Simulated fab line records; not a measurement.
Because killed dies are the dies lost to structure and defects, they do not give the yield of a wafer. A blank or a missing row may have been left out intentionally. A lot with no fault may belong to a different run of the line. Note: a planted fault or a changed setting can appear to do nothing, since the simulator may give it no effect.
Matching of chambers | flow gf180mcu | rieDiel-03 running GF_STI_ETCH_13: 4 sister chambers
The step etches the open film in CHF3/O2, stops on Si, target depth 282.31 nm, time 112.9 s. 4 wafers are shown with their chamber, then 7 later ones without.

WAFERS WITH THEIR CHAMBER
wafer  | chamber | drypumpMotorCurrentA (A)
L386.1 | 3       | 5.4
L386.3 | 1       | 5.1
L387.1 | 0       | 5.3
L387.2 | 2       | 5.3

WAFERS WITH NO CHAMBER GIVEN
wafer  | drypumpMotorCurrentA (A)
L387.4 | 5.4
L389.1 | 5.3
L389.2 | 5.1
L389.6 | 5.2
L391.1 | 5.1
L391.3 | 5.3
L391.4 | 5.4

WHICH CHAMBER EACH ONE RAN IN
wafer  | from the rows above          | in truth
L387.4 | 3                            | 3
L389.1 | can't be placed: 0 or 2      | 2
L389.2 | 1                            | 1
L389.6 | can't be placed: 0 or 2 or 1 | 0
L391.1 | 1                            | 1
L391.3 | can't be placed: 0 or 2      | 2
L391.4 | 3                            | 3
4 of 7 placed correctly. Unplaceable from these rows: 3, with the true chamber sitting among the candidates in 3. Wrongly placed: 0.
How it was worked out, from the rows above alone: a wafer's distance from a chamber is the root of the sum, over the readings, of the square of ((its reading less the chamber's mean) divided by the reading's scatter). The wafer belongs to the nearest chamber; if the next one is less than 2 further off, it can't be placed. The mean given for a chamber averages the wafers shown for that chamber. The scatter: root of mean squared gap, hidden wafer to nearest shown wafer, with one shown wafer a chamber.
